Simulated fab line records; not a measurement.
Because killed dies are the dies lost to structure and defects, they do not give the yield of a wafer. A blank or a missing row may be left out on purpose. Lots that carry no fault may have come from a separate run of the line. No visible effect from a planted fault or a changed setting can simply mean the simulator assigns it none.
Chamber matching || flow sfq-line || pecvd-02 running SFQ_TRILAYER_A5C_DEP_PECVD_142: 3 sister chambers
The step deposits SiO2 from SiH4/N2O, time 15.556 s, target thk 70 nm. 6 wafers are shown with their chamber, then 7 later ones without.

## WAFERS WITH THEIR CHAMBER
{"wafer": "L477.4", "chamber": 1, "throttle-valve-pct (%)": 25.4, "heater-power-w (W)": 85}
{"wafer": "L477.6", "chamber": 1, "throttle-valve-pct (%)": 25.2, "heater-power-w (W)": 84}
{"wafer": "L480.3", "chamber": 0, "throttle-valve-pct (%)": 23.6, "heater-power-w (W)": 104}
{"wafer": "L480.4", "chamber": 0, "throttle-valve-pct (%)": 23.6, "heater-power-w (W)": 100}
{"wafer": "L487.1", "chamber": 2, "throttle-valve-pct (%)": 25.3, "heater-power-w (W)": 106}
{"wafer": "L487.5", "chamber": 2, "throttle-valve-pct (%)": 25.4, "heater-power-w (W)": 110}

## WAFERS WITH NO CHAMBER GIVEN
{"wafer": "L487.6", "throttle-valve-pct (%)": 25.4, "heater-power-w (W)": 92}
{"wafer": "L488.1", "throttle-valve-pct (%)": 25.4, "heater-power-w (W)": 111}
{"wafer": "L488.4", "throttle-valve-pct (%)": 25.5, "heater-power-w (W)": 89}
{"wafer": "L488.6", "throttle-valve-pct (%)": 25.4, "heater-power-w (W)": 109}
{"wafer": "L490.2", "throttle-valve-pct (%)": 25.2, "heater-power-w (W)": 101}
{"wafer": "L490.4", "throttle-valve-pct (%)": 23.9, "heater-power-w (W)": 103}
{"wafer": "L490.5", "throttle-valve-pct (%)": 25.3, "heater-power-w (W)": 100}

## THE CHAMBER EACH PASSED THROUGH
{"wafer": "L487.6", "from the rows above": 1, "in truth": 1}
{"wafer": "L488.1", "from the rows above": 2, "in truth": 2}
{"wafer": "L488.4", "from the rows above": 1, "in truth": 1}
{"wafer": "L488.6", "from the rows above": 2, "in truth": 2}
{"wafer": "L490.2", "from the rows above": 2, "in truth": 2}
{"wafer": "L490.4", "from the rows above": 0, "in truth": 0}
{"wafer": "L490.5", "from the rows above": 2, "in truth": 2}
Correctly placed: 7 of 7. Can't be placed from these rows: 0. Wrongly placed: 0.
How it was worked out, from the rows above alone: a wafer's distance from a chamber is the root of the sum, over the readings, of the square of ((its reading less the chamber's mean) divided by the reading's scatter). If the next closest chamber is less than 2 further off than the closest, the wafer can't be placed; otherwise it belongs to the closest. The mean given for a chamber averages the wafers shown for that chamber. The scatter is the square root of a quotient: the sum, over the shown wafers, of each reading's squared deviation from its chamber's mean, divided by wafers minus chambers.
